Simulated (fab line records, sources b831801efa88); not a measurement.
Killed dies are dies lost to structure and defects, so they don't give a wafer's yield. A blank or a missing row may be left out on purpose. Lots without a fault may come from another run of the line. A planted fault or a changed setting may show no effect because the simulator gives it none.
Which tool did it? | flow gf180mcu | 14 lots, 42 wafers sampled, at 6 steps of a route of 602

WHAT THE GAUGES READ, wafer by wafer
GF_HV_LDD_CD_MEAS_31: target cd 400 nm.
lot  | measured     | on        | cd_nm (nm)
L219 | day 11 20:02 | cd_sem-01 | 397.8 397.5 396.8
L220 | day 12 05:47 | cd_sem-02 | 400.7 400.6 400.9
L221 | day 12 08:28 | cd_sem-01 | 395.6 397.4 394.4
L222 | day 12 20:47 | cd_sem-02 | 400.9 399.7 401.1
L223 | day 13 04:34 | cd_sem-02 | 403.8 402.1 401.6
L224 | day 13 08:38 | cd_sem-02 | 396.9 397.1 398.7
L225 | day 13 17:31 | cd_sem-01 | 402.3 402.5 398.8
L226 | day 14 06:23 | cd_sem-02 | 398.2 399.2 399.4
L232 | day 16 09:57 | cd_sem-01 | 399.9 398.7 397.5
L234 | day 16 16:23 | cd_sem-02 | 399.6 400.2 398.4
L237 | day 17 16:40 | cd_sem-02 | 397.8 399.9 398.2
L238 | day 18 02:18 | cd_sem-02 | 400.5 400.6 403.7
L239 | day 18 08:46 | cd_sem-02 | 399.9 401.6 401.2
L241 | day 18 21:38 | cd_sem-02 | 402.6 403.6 404.4

GF_HV_LDD_TW_MEAS_38.
lot  | measured     | on            | HV_LDD_3_TW
L219 | day 11 20:53 | film_metro-02 | 1432 1412 1422
L220 | day 12 06:37 | film_metro-02 | 1430 1426 1427
L221 | day 12 09:18 | film_metro-02 | 1433 1434 1436
L222 | day 12 21:37 | film_metro-01 | 1462 1458 1458
L223 | day 13 05:24 | film_metro-03 | 1473 1473 1478
L224 | day 13 09:29 | film_metro-01 | 1454 1457 1454
L225 | day 13 18:21 | film_metro-03 | 1480 1480 1484
L226 | day 14 07:13 | film_metro-01 | 1450 1448 1445
L232 | day 16 10:50 | film_metro-01 | 1320 1326 1323
L234 | day 16 17:14 | film_metro-03 | 1347 1334 1339
L237 | day 17 17:30 | film_metro-03 | 1465 1461 1472
L238 | day 18 03:09 | film_metro-03 | 1474 1474 1470
L239 | day 18 09:38 | film_metro-03 | 1463 1463 1455
L241 | day 18 22:29 | film_metro-03 | 1459 1473 1471

GF_HV_LDD_RS_MEAS_53: measures by four-point-probe.
lot  | measured     | on            | HV_LDD_RS (ohm/sq)
L219 | day 12 15:40 | film_metro-03 | 418.6 417.9 416.7
L220 | day 13 02:07 | film_metro-02 | 418.3 417.9 416.6
L221 | day 13 06:01 | film_metro-03 | 416.7 417.3 417.1
L222 | day 13 18:14 | film_metro-03 | 418.0 418.9 417.6
L223 | day 14 01:46 | film_metro-03 | 417.5 416.5 418.1
L224 | day 14 06:05 | film_metro-02 | 417.8 419.1 418.0
L225 | day 14 15:32 | film_metro-03 | 418.0 418.5 418.6
L226 | day 15 04:31 | film_metro-02 | 418.6 417.2 417.1
L232 | day 17 10:10 | film_metro-02 | 439.9 439.4 439.0
L234 | day 17 16:49 | film_metro-02 | 439.9 438.6 437.9
L237 | day 18 17:24 | film_metro-01 | 417.1 417.6 417.3
L238 | day 19 03:56 | film_metro-01 | 418.5 417.6 416.3
L239 | day 19 10:04 | film_metro-03 | 420.3 419.8 420.2
L241 | day 19 23:13 | film_metro-02 | 417.6 417.1 417.0

GF_SAB_THK_MEAS_01.
lot  | measured     | on            | SAB_CVD_00_THK (nm)
L219 | day 14 12:23 | film_metro-01 | 49.4 50.2 50.4
L220 | day 14 23:54 | film_metro-02 | 49.1 48.8 50.2
L221 | day 15 03:17 | film_metro-04 | 50.1 49.7 50.2
L222 | day 15 15:43 | film_metro-01 | 50.0 49.8 49.7
L223 | day 16 00:34 | film_metro-04 | 48.6 49.4 49.4
L224 | day 16 05:44 | film_metro-01 | 48.2 49.2 49.7
L225 | day 16 15:59 | film_metro-01 | 49.1 48.7 49.7
L226 | day 17 05:01 | film_metro-04 | 49.5 50.2 49.3
L237 | day 20 21:20 | film_metro-01 | 49.0 49.8 50.2
L238 | day 21 08:24 | film_metro-01 | 49.1 49.7 49.3
L239 | day 21 14:23 | film_metro-02 | 48.8 49.3 50.2
L241 | day 22 02:16 | film_metro-02 | 50.1 50.8 50.0

WHICH TOOL RAN EACH LOT (tool, then ch and the chambers of the sampled wafers, then the start)
lot  | GF_NWELL_STRIP_10                   | GF_HV_LDD_IMPLANT_33
L219 | plasma_asher-03 ch 0,1, day 3 12:49 | implanter-01 ch 0, day 11 20:12
L220 | plasma_asher-02 ch 0,1, day 3 20:00 | implanter-02 ch 0, day 12 05:56
L221 | plasma_asher-04 ch 0,1, day 3 22:20 | implanter-01 ch 0, day 12 08:37
L222 | plasma_asher-04 ch 0,1, day 4 07:28 | implanter-03 ch 0, day 12 20:56
L223 | plasma_asher-03 ch 0, day 4 11:01   | implanter-03 ch 0, day 13 04:43
L224 | plasma_asher-03 ch 0,1, day 4 16:31 | implanter-03 ch 0, day 13 08:48
L225 | plasma_asher-04 ch 0,1, day 4 21:40 | implanter-01 ch 0, day 13 17:40
L226 | plasma_asher-03 ch 0,1, day 5 06:49 | implanter-01 ch 0, day 14 06:32
L232 | plasma_asher-04 ch 0,1, day 6 15:25 | implanter-01, day 16 10:08
L234 | plasma_asher-04 ch 0,1, day 6 23:43 | implanter-01, day 16 16:32
L237 | plasma_asher-03 ch 0,1, day 7 13:46 | implanter-02 ch 0, day 17 16:49
L238 | plasma_asher-02 ch 0,1, day 7 21:40 | implanter-03 ch 0, day 18 02:28
L239 | plasma_asher-03 ch 0,1, day 8 03:55 | implanter-02 ch 0, day 18 08:56
L241 | plasma_asher-02 ch 0,1, day 8 12:46 | implanter-02 ch 0, day 18 21:47
- GF_NWELL_STRIP_10: strips in O2/N2.
- GF_HV_LDD_IMPLANT_33

WHAT THE TOOLS THEMSELVES READ (means of the sampled wafers that have a number; where no wafer has one, the mark that the record gives instead)
GF_NWELL_STRIP_10.
lot  | tool            | drypump_motor_current_A (A) | heater_power_w (W) | oes_product_au (a.u.) | strip_time_to_endpoint_s (s)
L219 | plasma_asher-03 | 5.9                         | 312                | 0.720                 | 36.83
L220 | plasma_asher-02 | 5.7                         | 322                | 0.717                 | 37.13
L221 | plasma_asher-04 | 5.4                         | 407                | 0.723                 | 37.03
L222 | plasma_asher-04 | 5.5                         | 395                | 0.720                 | 37.02
L223 | plasma_asher-03 | 6.4                         | 330                | 0.722                 | 36.86
L224 | plasma_asher-03 | 5.9                         | 309                | 0.723                 | 36.70
L225 | plasma_asher-04 | 5.3                         | 403                | 0.722                 | 36.95
L226 | plasma_asher-03 | 5.9                         | 316                | 0.718                 | 36.85
L232 | plasma_asher-04 | 5.5                         | 396                | 0.720                 | 36.88
L234 | plasma_asher-04 | 5.4                         | 405                | 0.723                 | 36.80
L237 | plasma_asher-03 | 5.9                         | 322                | 0.724                 | 36.94
L238 | plasma_asher-02 | 5.9                         | 344                | 0.721                 | 36.99
L239 | plasma_asher-03 | 5.9                         | 323                | 0.719                 | 36.92
L241 | plasma_asher-02 | 5.9                         | 341                | 0.725                 | 36.99

GF_HV_LDD_IMPLANT_33.
lot  | tool         | beam_energy_keV | beam_on_s (s)
L219 | implanter-01 | 59.996          | 9.88
L220 | implanter-02 | 59.996          | 9.98
L221 | implanter-01 | 60.007          | 9.87
L222 | implanter-03 | 60.016          | 10.08
L223 | implanter-03 | 59.983          | 9.82
L224 | implanter-03 | 59.998          | 9.97
L225 | implanter-01 | 60.010          | 9.97
L226 | implanter-01 | 59.996          | 9.75
L232 | implanter-01 | -               | -
L234 | implanter-01 | -               | -
L237 | implanter-02 | 59.983          | 9.91
L238 | implanter-03 | 60.005          | 10.10
L239 | implanter-02 | 60.008          | 10.02
L241 | implanter-02 | 59.974          | 9.93

THE ANSWER, worked out from the rows above alone
Rule: what is usual is taken from the lots themselves. Put in order of their means at a reading, lots are off if they are a third of the lots or fewer, leave a main group of 4 or more, and stand apart from it by a gap of 3 or more times the standard deviation of the main group's means; of several such gaps the widest counts. A main group whose means are all the same, to the digits that the tables above print for the reading, isn't used. A lot without any number at a reading at which 4 lots or more have one is off too. The other lots that the step has rows for count as sound. The gauges are gone through in route order, then the tools' own readings, and for those a lot's mean is taken as printed above. The first step at which some lot is off is used, and at that step the reading that is off furthest; a lot without a number counts as furthest.
Off: L232, L234, at GF_HV_LDD_TW_MEAS_38 (HV_LDD_3_TW). The main group: mean 1456, standard deviation 18.
A tool fits if, at a process step before that reading, it ran every lot that is off, and no sound lot after the first of them. The gauges at GF_HV_LDD_TW_MEAS_38 aren't tried: what is off there is off at GF_HV_LDD_RS_MEAS_53 too, on other tools, and a gauge's error can't cause that. Can't be told from this: 2 tools fit, plasma_asher-04 at GF_NWELL_STRIP_10, implanter-01 at GF_HV_LDD_IMPLANT_33.

WHAT THE SIMULATOR HAD PUT IN
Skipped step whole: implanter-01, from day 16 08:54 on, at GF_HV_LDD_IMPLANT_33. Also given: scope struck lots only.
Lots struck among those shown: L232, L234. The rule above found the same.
